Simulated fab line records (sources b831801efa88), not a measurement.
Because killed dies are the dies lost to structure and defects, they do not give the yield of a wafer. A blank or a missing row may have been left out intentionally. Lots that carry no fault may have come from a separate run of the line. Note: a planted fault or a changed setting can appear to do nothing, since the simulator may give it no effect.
The same fault as seen by 2 desks :: flow gf180mcu :: numbers are kept per desk, each desk with only its own; the story behind them comes last

AT THE METROLOGY DESK
What the gauges read, lot by lot, whatever tool the lot ran on: means of the sampled wafers that have a number. If a lot's mean is further than 4 standard deviations from the usual mean, the lot is out of limits and carries the mark OUT (the distance appears in the brackets).
Columns: A = MVPSD_OVL at GF_MVPSD_OVL_MEAS_07, usual 0.9 nm; B = VT_IMPLANT_4_TW at GF_VT_IMPLANT_TW_MEAS_43, usual 691; C = cdNm at GF_POLY_GATE_CD_MEAS_18, usual 281.3 nm
lot: L353
first seen here: day 5 02:42
A: -0.7
B: 690
C: 279.9

lot: L354
first seen here: day 5 06:02
A: -0.1
B: 699
C: 282.2

lot: L355
first seen here: day 5 11:12
A: -0.2
B: 690
C: 282.1

lot: L356
first seen here: day 5 17:53
A: 1.2
B: 677
C: 280.4

lot: L358
first seen here: day 6 07:03
A: 2.8
B: 681
C: 281.1

lot: L359
first seen here: day 6 12:52
A: -0.9
B: 694
C: 282.7

lot: L360
first seen here: day 6 18:12
A: 2.7
B: 678
C: 282.7

lot: L363
first seen here: day 7 10:48
A: 0.8
B: 677
C: 279.8

lot: L364
first seen here: day 7 19:26
A: 0.5
B: 678
C: 280.2

lot: L366
first seen here: day 8 08:42
A: -0.7
B: 694
C: 283.0

lot: L369
first seen here: day 9 00:39
A: 1.8
B: 696
C: 281.4

lot: L370
first seen here: day 9 08:50
A: 0.7
B: 694
C: 281.1

lot: L372
first seen here: day 9 18:15
A: 2.1
B: 694
C: 282.9

lot: L374
first seen here: day 10 04:52
A: 1.2
B: 697
C: 279.2
This desk found nothing out of limits on any of the 14 lots.

THE TOOL OWNER'S DESK: wetBench-01
The tool's own readings at GF_DUAL_GATE_WET_ETCH_12 (etches SiO2 in dHF, target depth 13 nm, time 260 s): means of the sampled wafers that have a number, for each lot that ran on this tool. If a lot's mean is further than 4 standard deviations from the usual mean, the lot is out of limits and carries the mark OUT (the distance appears in the brackets).
Columns: A = bathHeatDutyPct at GF_DUAL_GATE_WET_ETCH_12, usual 6.2 %; B = tempC at GF_DUAL_GATE_WET_ETCH_12, usual 24.99 C
lot: L353
first seen here: day 8 11:20
A: 5.9
B: 25.00

lot: L366
first seen here: day 12 01:38
A: 6.2
B: 24.98

lot: L370
first seen here: day 13 07:14
A: 0.0 (-8.6) OUT
B: 8.48 (-99 or more) OUT

lot: L374
first seen here: day 14 06:40
A: 0.0 (-8.6) OUT
B: 8.33 (-99 or more) OUT
Finding of this desk: L370, L374 out of limits; the first was L370 at day 13 07:14, on bathHeatDutyPct at GF_DUAL_GATE_WET_ETCH_12. In limits: L353, L366.

PUT TOGETHER
On L370, L374, at day 13 07:14, an alarm was possible from the tool owner's desk.
Nothing out of limits was seen by the metrology desk.
The metrology desk holds a record of L370, L374, inside its limits.
All the named lots went through GF_DUAL_GATE_WET_ETCH_12 on wetBench-01.

WHAT THE SIMULATOR PUT IN
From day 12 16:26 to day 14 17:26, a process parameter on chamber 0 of wetBench-01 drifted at GF_DUAL_GATE_WET_ETCH_12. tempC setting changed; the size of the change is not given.
Lots struck among those shown: L370, L374.
Time in hours from fault onset to the first out-of-limits reading at each desk: the tool owner's desk, 15.
